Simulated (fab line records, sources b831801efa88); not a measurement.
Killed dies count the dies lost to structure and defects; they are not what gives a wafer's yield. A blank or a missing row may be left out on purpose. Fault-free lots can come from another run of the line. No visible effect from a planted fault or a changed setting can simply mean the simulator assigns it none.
Which of the tools did it? / flow gf180mcu / 13 lots with 39 wafers sampled at 2 steps, on a route of 602 steps

## WHAT EACH GAUGE READ, for each wafer
GF_V5_OVL_MEAS_15. Usual: V5_OVL typically reads -1 nm, with standard deviation 5.
lot=L273; measured=day 27 06:43; on=overlay-01; V5_OVL (nm)=-12 -1 -1; flag=
lot=L274; measured=day 27 14:02; on=overlay-02; V5_OVL (nm)=5 -2 -4; flag=
lot=L276; measured=day 28 09:15; on=overlay-02; V5_OVL (nm)=3 4 1; flag=
lot=L277; measured=day 29 00:06; on=overlay-02; V5_OVL (nm)=-5 6 -1; flag=
lot=L279; measured=day 29 08:23; on=overlay-02; V5_OVL (nm)=-8 -7 -5; flag=
lot=L280; measured=day 29 10:49; on=overlay-02; V5_OVL (nm)=1 2 -4; flag=
lot=L288; measured=day 31 15:05; on=overlay-01; V5_OVL (nm)=-3 -2 -3; flag=
lot=L289; measured=day 31 21:58; on=overlay-01; V5_OVL (nm)=-1 -3 -5; flag=
lot=L291; measured=day 32 11:44; on=overlay-01; V5_OVL (nm)=-8 -6 -5; flag=
lot=L292; measured=day 32 18:00; on=overlay-02; V5_OVL (nm)=-4 -4 0; flag=
lot=L293; measured=day 32 22:54; on=overlay-02; V5_OVL (nm)=2 7 5; flag=
lot=L295; measured=day 33 15:59; on=overlay-02; V5_OVL (nm)=2 5 3; flag=
lot=L296; measured=day 33 18:45; on=overlay-02; V5_OVL (nm)=-5 -5 -1; flag=

## EACH LOT AND THE TOOL THAT RAN IT (in order: tool; ch and the chambers of the sampled wafers; start)
lot=L273; GF_V4_CMP_04=cmp-01 ch 1,3, day 23 11:56
lot=L274; GF_V4_CMP_04=cmp-02 ch 1,2,3, day 23 20:26
lot=L276; GF_V4_CMP_04=cmp-02 ch 0,2, day 24 19:13
lot=L277; GF_V4_CMP_04=cmp-02 ch 0,1,3, day 25 08:52
lot=L279; GF_V4_CMP_04=cmp-02 ch 1,3, day 25 19:26
lot=L280; GF_V4_CMP_04=cmp-02 ch 0,2,3, day 25 22:43
lot=L288; GF_V4_CMP_04=cmp-02 ch 0,1,2, day 28 09:11
lot=L289; GF_V4_CMP_04=cmp-01 ch 0,1,3, day 28 16:14
lot=L291; GF_V4_CMP_04=cmp-01 ch 1,2,3, day 29 08:17
lot=L292; GF_V4_CMP_04=cmp-02 ch 2,3, day 29 15:00
lot=L293; GF_V4_CMP_04=cmp-02 ch 0,1,2, day 29 20:50
lot=L295; GF_V4_CMP_04=cmp-02 ch 0,2, day 30 15:14
lot=L296; GF_V4_CMP_04=cmp-01 ch 1,2, day 30 19:02
- GF_V4_CMP_04: polishes SiO2.

## WHAT THE TOOLS THEMSELVES READ (means of the sampled wafers that have a number; where no wafer has one, the mark that the record gives instead)
GF_V4_CMP_04. Usual: headPressurePsi 3.999 psi, standard deviation 0.0087; motorCurrentA 12.1 A, standard deviation 0.8; platenRpm 60.00 rpm, standard deviation 0.041; timeToEndpointS 81 s, standard deviation 6.
lot=L273; tool=cmp-01; headPressurePsi (psi)=3.995; motorCurrentA (A)=12.5; platenRpm (rpm)=59.99; timeToEndpointS (s)=79; flag=
lot=L274; tool=cmp-02; headPressurePsi (psi)=4.002; motorCurrentA (A)=11.9; platenRpm (rpm)=60.02; timeToEndpointS (s)=77; flag=
lot=L276; tool=cmp-02; headPressurePsi (psi)=3.995; motorCurrentA (A)=11.9; platenRpm (rpm)=60.00; timeToEndpointS (s)=81; flag=
lot=L277; tool=cmp-02; headPressurePsi (psi)=4.003; motorCurrentA (A)=12.6; platenRpm (rpm)=60.03; timeToEndpointS (s)=76; flag=
lot=L279; tool=cmp-02; headPressurePsi (psi)=4.005; motorCurrentA (A)=12.4; platenRpm (rpm)=60.00; timeToEndpointS (s)=78; flag=
lot=L280; tool=cmp-02; headPressurePsi (psi)=3.998; motorCurrentA (A)=11.7; platenRpm (rpm)=60.03; timeToEndpointS (s)=82; flag=
lot=L288; tool=cmp-02; headPressurePsi (psi)=4.004; motorCurrentA (A)=12.4; platenRpm (rpm)=60.04; timeToEndpointS (s)=77; flag=
lot=L289; tool=cmp-01; headPressurePsi (psi)=4.006; motorCurrentA (A)=11.7; platenRpm (rpm)=60.02; timeToEndpointS (s)=93; flag=
lot=L291; tool=cmp-01; headPressurePsi (psi)=3.993; motorCurrentA (A)=11.9; platenRpm (rpm)=60.01; timeToEndpointS (s)=85; flag=
lot=L292; tool=cmp-02; headPressurePsi (psi)=3.993; motorCurrentA (A)=11.9; platenRpm (rpm)=59.98; timeToEndpointS (s)=79; flag=
lot=L293; tool=cmp-02; headPressurePsi (psi)=3.992; motorCurrentA (A)=12.9; platenRpm (rpm)=60.07; timeToEndpointS (s)=78; flag=
lot=L295; tool=cmp-02; headPressurePsi (psi)=4.005; motorCurrentA (A)=12.7; platenRpm (rpm)=60.06; timeToEndpointS (s)=87; flag=
lot=L296; tool=cmp-01; headPressurePsi (psi)=3.996; motorCurrentA (A)=12.1; platenRpm (rpm)=60.01; timeToEndpointS (s)=86; flag=

## THE ANSWER, worked out from the rows above alone
Rule: take the mean of a lot's wafers that have a number; if it is more than 3 standard deviations from the usual mean, the lot is off. A lot without any number at a reading at which 4 lots or more have one is off too. All remaining lots with rows at the step are treated as sound. After the gauges, taken in route order, come the tools' own readings; for these a lot's mean is taken, as printed above. The first step at which some lot is off is used, and at that step the reading that is off furthest; a lot without a number counts as furthest.
Nothing can be told from this: no lot is off at any reading shown.

## WHAT THE SIMULATOR PUT IN
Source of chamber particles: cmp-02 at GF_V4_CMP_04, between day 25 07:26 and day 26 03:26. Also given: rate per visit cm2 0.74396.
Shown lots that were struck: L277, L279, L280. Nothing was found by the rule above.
